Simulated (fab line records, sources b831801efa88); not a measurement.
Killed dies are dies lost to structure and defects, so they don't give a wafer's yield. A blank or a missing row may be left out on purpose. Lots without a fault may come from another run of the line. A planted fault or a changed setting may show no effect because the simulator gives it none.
fab line records | flow sky130
record lots=13 wafers=39 last_day=50
route steps=708 shown CONTACT@433 PAD_OPEN@708
lots that met no fault: from a run of the same line without faults
start_h: hours from the record's first day to the start of the lot's first wafer shown | wait_h: hours since the lot's step before | " the same as in the row above | L1.1+2: a row that stands for several wafers | - no value, or no start given | * or withheld: withheld | < > ~ a bound
route shown NAME@n: a module of which the file shows steps, and the number in the route of the first | usual: mean/standard deviation of fault-free wafers | same: alike in all rows | chamber/n: place in a boat | sites: the reading at each site | _std_site: their standard deviation | _edge_site: outer sites' mean less inner sites' | radius_mm: how far each site lies from the wafer's centre | mask NAME#n: copy n | behind: the tool/chamber that last shaped the wafer | hold: why the lot was held/for how many hours/how that ended | device: the transistor (n, p or np) that didn't switch | end of line: the same wafers' tests at the end of the route | a step without rows: its recipe alone | killed: dies lost to structure and defects at the first sort, not the wafer's yield | map: a wafer's dies, x killed, . not, _ none there
set.NAME: the setting as run; set.NAME@STEP: as run at that earlier step | model.NAME: the simulator's own value behind a step, which no gauge read
steps of the route over a sample of lots; a table a step, a row a wafer
services: from which hour (start_h, from the record's first day; less than 0 if before it) a tool's chamber was out of use, for how many hours, and why
## steps
# step SKY_CONTACT_CMP_27
# recipe stop_on=SiO2 t_overpolish_s=15 down_force_psi=3.5 platen_rpm=60 target_thk_nm=0 pad_velocity_m_s=0.94248
# usual motor_current_A=11.3/1.1 overpolish_run_s=15.000/0.0082 time_to_endpoint_s=79/5
# columns lot.wafer tool chamber start_h wait_h motor_current_A overpolish_run_s time_to_endpoint_s
L527.3 cmp-02 0 736.21 0.1 12.4 14.986 89
L527.2 " 1 " " 10.0 15.008 78
L527.6 " 2 " " 12.2 14.994 75
L528.4 cmp-02 3 748.10 0.2 12.2 15.003 85
L528.2 " 0 " " 12.5 15.004 89
L528.5 " 2 " " 12.1 14.984 80
L529.2 cmp-01 1 755.12 0.0 12.0 15.014 79
L529.3 " 3 " " 9.7 14.990 79
L529.6 " 1 " " 12.8 14.989 80
L530.2 cmp-01 0 768.37 0.1 10.6 14.991 79
L530.5 " 3 " " 10.8 15.008 83
L530.6 " 0 " " 10.6 15.001 79
L531.3 cmp-01 0 777.53 0.0 10.4 15.009 74
L531.1 " 2 " " 10.9 15.015 82
L531.2 " 3 " " 10.1 14.999 76
L533.4 cmp-02 2 787.02 0.1 11.5 15.000 73
L533.6 " 0 " " 12.7 14.999 87
L533.5 " 1 " " 10.2 14.998 78
L532.1 cmp-01 3 787.06 0.1 10.0 14.991 79
L532.3 " 0 " " 11.1 14.992 72
L532.4 " 1 " " 12.6 14.999 74
L534.2 cmp-01 2 796.00 0.0 10.8 14.988 89
L534.3 " 3 " " 9.8 15.009 75
L534.1 " 0 " " 11.0 14.998 71
L536.2 cmp-01 2 810.97 0.1 10.1 14.999 86
L536.4 " 3 " " 9.9 14.997 76
L536.6 " 1 " " 13.0 15.001 73
L535.1 cmp-01 0 814.41 0.1 10.5 14.999 77
L535.3 " 1 " " 13.2 14.991 80
L535.6 " 2 " " 9.9 14.997 84
L546.1 cmp-01 2 892.73 0.1 11.1 14.995 89
L546.6 " 2 " " 11.0 14.995 86
L546.5 " 3 " " 9.6 14.998 79
L549.4 cmp-02 1 904.96 0.0 10.3 14.990 77
L549.6 " 1 " " 10.1 15.005 80
L549.5 " 2 " " 11.5 14.989 76
L550.4 cmp-02 1 910.37 0.0 9.7 15.006 77
L550.6 " 1 " " 10.5 15.003 77
L550.5 " 2 " " 11.7 14.996 76
# step SKY_PAD_OPEN_PROBE_99
# usual killed_at_M0_to_M3=42/7 killed_at_M4_up=3.2/1.6 killed_at_contacts=24/5.8 killed_at_front_end=16/4.3 killed_at_other=0.3/0.62 killed_dies=86/9.5 killed_on_rim=17/3.7 killed_open=46/6.4 killed_short=39/6.3
# same gross_dies=492 killed_at_back_side=0
# columns lot.wafer tool chamber start_h wait_h killed_at_M0_to_M3 killed_at_M4_up killed_at_contacts killed_at_front_end killed_at_other killed_dies killed_on_rim killed_open killed_short
L528.2 prober-01 - 1084.50 0.1 36 3 25 13 1 78 16 49 29
L528.4 prober-01 - 1084.60 0.2 45 2 27 10 0 84 17 41 43
L528.5 prober-01 - 1084.65 0.2 34 2 22 26 0 84 13 44 39
L533.4 prober-01 - 1114.53 0.2 43 5 28 14 1 91 16 47 44
L533.5 prober-01 - 1114.58 0.2 30 2 25 21 1 79 14 42 36
L533.6 prober-01 - 1114.63 0.2 38 7 33 21 0 99 22 53 44
L532.1 prober-02 - 1116.52 0.1 38 4 39 19 0 100 19 51 49
L532.3 prober-02 - 1116.62 0.2 48 5 24 15 0 92 19 45 47
L532.4 prober-02 - 1116.67 0.2 37 5 30 15 0 87 21 54 33
L546.1 prober-01 - 1187.17 0.1 34 5 122 14 0 175 36 43 37
L546.5 prober-01 - 1187.37 0.2 42 4 25 14 0 85 17 49 36
L546.6 prober-01 - 1187.42 0.2 35 1 110 21 0 167 34 41 33
# killed by level:class
L528.2 CONTACT:geometric_particle:open=10 VIA1:geometric_particle:open=7 VIA2:geometric_particle:open=7 LI_CONTACT:geometric_particle:open=6 VIA3:geometric_particle:open=6 FIELD_ISO:geometric_particle:open=5 LI_CONTACT:geometric_particle:short=4 FIELD_ISO:geometric_particle:short=3
L528.4 CONTACT:geometric_particle:short=10 VIA1:geometric_particle:open=10 CONTACT:geometric_particle:open=7 METAL1:geometric_particle:short=7 METAL2:geometric_particle:short=6 LI_CONTACT:geometric_particle:open=5 VIA3:geometric_particle:open=5 VIA2:geometric_particle:open=5
L528.5 VIA1:geometric_particle:open=8 VIA2:geometric_particle:open=8 SPACER:geometric_particle:short=5 LI_CONTACT:geometric_particle:open=5 LOCAL_INTERCONNECT:geometric_particle:short=5 CONTACT:geometric_particle:open=5 POLY_GATE:geometric_particle:short=4 POLY_GATE:geometric_particle:open=4
L533.4 CONTACT:geometric_particle:open=12 VIA1:geometric_particle:open=10 METAL2:geometric_particle:short=9 METAL1:geometric_particle:short=6 LI_CONTACT:geometric_particle:open=5 CONTACT:geometric_particle:short=5 VIA1:geometric_particle:short=5 FIELD_ISO:geometric_particle:open=4
L533.5 VIA1:geometric_particle:open=11 POLY_GATE:geometric_particle:open=8 CONTACT:geometric_particle:open=8 VIA1:geometric_particle:short=7 CONTACT:geometric_particle:short=6 LOCAL_INTERCONNECT:geometric_particle:short=5 FIELD_ISO:geometric_particle:short=4 LI_CONTACT:geometric_particle:open=4
L533.6 CONTACT:geometric_particle:open=14 VIA3:geometric_particle:open=8 LI_CONTACT:geometric_particle:open=7 VIA1:geometric_particle:open=7 LOCAL_INTERCONNECT:geometric_particle:short=6 POLY_GATE:geometric_particle:short=5 METAL4:geometric_particle:short=5 METAL2:geometric_particle:short=5
L532.1 CONTACT:geometric_particle:open=12 LI_CONTACT:geometric_particle:open=9 VIA1:geometric_particle:short=7 VIA1:geometric_particle:open=7 VIA2:geometric_particle:open=7 METAL1:geometric_particle:short=6 LOCAL_INTERCONNECT:geometric_particle:short=6 CONTACT:geometric_particle:short=6
L532.3 VIA1:geometric_particle:open=13 CONTACT:geometric_particle:open=9 VIA1:geometric_particle:short=8 METAL2:geometric_particle:short=7 LI_CONTACT:geometric_particle:open=6 VIA3:geometric_particle:short=5 POLY_GATE:geometric_particle:open=4 METAL4:geometric_particle:short=4
L532.4 CONTACT:geometric_particle:open=12 VIA1:geometric_particle:open=10 POLY_GATE:geometric_particle:open=9 VIA3:geometric_particle:open=7 LI_CONTACT:geometric_particle:open=7 LI_CONTACT:geometric_particle:short=5 CONTACT:geometric_particle:short=5 VIA2:geometric_particle:short=5
L546.1 CONTACT:unspecified=95 CONTACT:geometric_particle:open=10 LI_CONTACT:geometric_particle:open=8 VIA1:geometric_particle:open=7 METAL2:geometric_particle:short=5 VIA2:geometric_particle:open=5 FIELD_ISO:geometric_particle:open=4 FIELD_ISO:geometric_particle:short=4
L546.5 LI_CONTACT:geometric_particle:open=12 VIA1:geometric_particle:open=10 METAL2:geometric_particle:short=7 VIA3:geometric_particle:open=7 CONTACT:geometric_particle:short=5 POLY_GATE:geometric_particle:open=4 CONTACT:geometric_particle:open=4 VIA1:geometric_particle:short=4
L546.6 CONTACT:unspecified=93 VIA1:geometric_particle:open=11 FIELD_ISO:geometric_particle:open=8 CONTACT:geometric_particle:short=5 VIA1:geometric_particle:short=5 POLY_GATE:geometric_particle:open=4 VIA2:geometric_particle:open=4 LOCAL_INTERCONNECT:geometric_particle:short=4
## services
# columns tool chamber start_h hours kind
cmp-02 - 744.00 4.0 pm
cmp-02 - 748.00 - consumable_replace:conditioner
cmp-02 - 748.00 - consumable_replace:pad
cmp-02 - 783.96 0.5 repair
cmp-02 - 836.76 6.3 pm
cmp-01 - 843.30 5.4 pm
cmp-01 - 863.45 1.8 repair
cmp-02 - 887.93 1.4 repair
cmp-02 - 893.59 8.4 repair
## key
first_sign step=SKY_PAD_OPEN_PROBE_99 reading=killed_at_contacts direction=up sigmas=16 usual=24 struck=116
effect step=SKY_PAD_OPEN_PROBE_99 reading=killed_dies direction=up sigmas=9 usual=86 struck=171
met_at SKY_CONTACT_CMP_27
struck_lots L546
struck_wafers L546.1,L546.6
tester_left_out L546
onset_between 814.41 892.73
fault kind=chamber_particle_source tool=cmp-01 chamber=2 onset_h=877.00 steps=SKY_CONTACT_CMP_27 rate_per_visit_cm2=0.40952 end_h=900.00
# tester_left_out: of these lots the tester's yield and bins aren't shown, on N5 and GAA mostly nor the transistor test; their killed dies are dies lost to structure and defects alone, not to doping, threshold or leakage, so they don't give the yield
